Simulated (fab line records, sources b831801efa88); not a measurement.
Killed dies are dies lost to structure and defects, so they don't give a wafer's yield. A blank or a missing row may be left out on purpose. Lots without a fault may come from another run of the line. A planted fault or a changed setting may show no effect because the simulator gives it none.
Which tool did it? | flow sky130 | 6 lots, 18 wafers sampled, at 3 steps of a route of 708

WHAT THE GAUGES READ, wafer by wafer
SKY_VIA2_RS_MEAS_22: measures by four-point-probe.
lot  | measured     | on            | VIA2_W_RS (ohm/sq)
L961 | day 37 00:11 | film_metro-03 | 0.275 0.272 0.272
L963 | day 37 13:34 | film_metro-04 | 0.277 0.273 0.274
L966 | day 38 12:05 | film_metro-03 | 0.279 0.277 0.275
L967 | day 39 06:04 | film_metro-03 | 0.276 0.278 0.277
L971 | day 40 01:04 | film_metro-03 | 0.280 0.279 0.274
L976 | day 41 21:31 | film_metro-03 | 0.266 0.268 0.267

WHICH TOOL RAN EACH LOT (tool, then ch and the chambers of the sampled wafers, then the start)
lot  | SKY_VIA1_CVD_21               | SKY_VIA2_ETCH_15
L961 | cvd_w-02 ch 0,1, day 34 15:22 | rie_diel-03 ch 0,1,3, day 36 23:17
L963 | cvd_w-02 ch 0,1, day 35 06:09 | rie_diel-04 ch 1,2,3, day 37 12:41
L966 | cvd_w-01 ch 0,1, day 36 03:57 | rie_diel-04 ch 0,2, day 38 11:14
L967 | cvd_w-02 ch 0,1, day 36 22:21 | rie_diel-01 ch 0,3, day 39 05:14
L971 | cvd_w-02 ch 0,1, day 37 19:27 | rie_diel-03 ch 0,1, day 40 00:13
L976 | cvd_w-02 ch 0,1, day 39 17:50 | rie_diel-03 ch 0,1, day 41 20:38
- SKY_VIA1_CVD_21: deposits W, target thk 270 nm, time 80.902 s.
- SKY_VIA2_ETCH_15: etches SiO2 in C4F8/O2/Ar, stops on TiN, target depth 546 nm, time 84 s.

THE ANSWER, worked out from the rows above alone
Rule: what is usual is taken from the lots themselves. Put in order of their means at a reading, lots are off if they are a third of the lots or fewer, leave a main group of 4 or more, and stand apart from it by a gap of 3 or more times the standard deviation of the main group's means; of several such gaps the widest counts. A main group whose means are all the same, to the digits that the tables above print for the reading, isn't used. A lot without any number at a reading at which 4 lots or more have one is off too. The other lots that the step has rows for count as sound.
Off: L976, at SKY_VIA2_RS_MEAS_22 (VIA2_W_RS). The main group: mean 0.276 ohm/sq, standard deviation 0.0018.
A tool fits if, at a process step before that reading, it ran every lot that is off, and no sound lot after the first of them. The gauges at SKY_VIA2_RS_MEAS_22 are tried like those tools. Can't be told from this: 3 tools fit, cvd_w-02 at SKY_VIA1_CVD_21, rie_diel-03 at SKY_VIA2_ETCH_15, film_metro-03 at SKY_VIA2_RS_MEAS_22.

WHAT THE SIMULATOR HAD PUT IN
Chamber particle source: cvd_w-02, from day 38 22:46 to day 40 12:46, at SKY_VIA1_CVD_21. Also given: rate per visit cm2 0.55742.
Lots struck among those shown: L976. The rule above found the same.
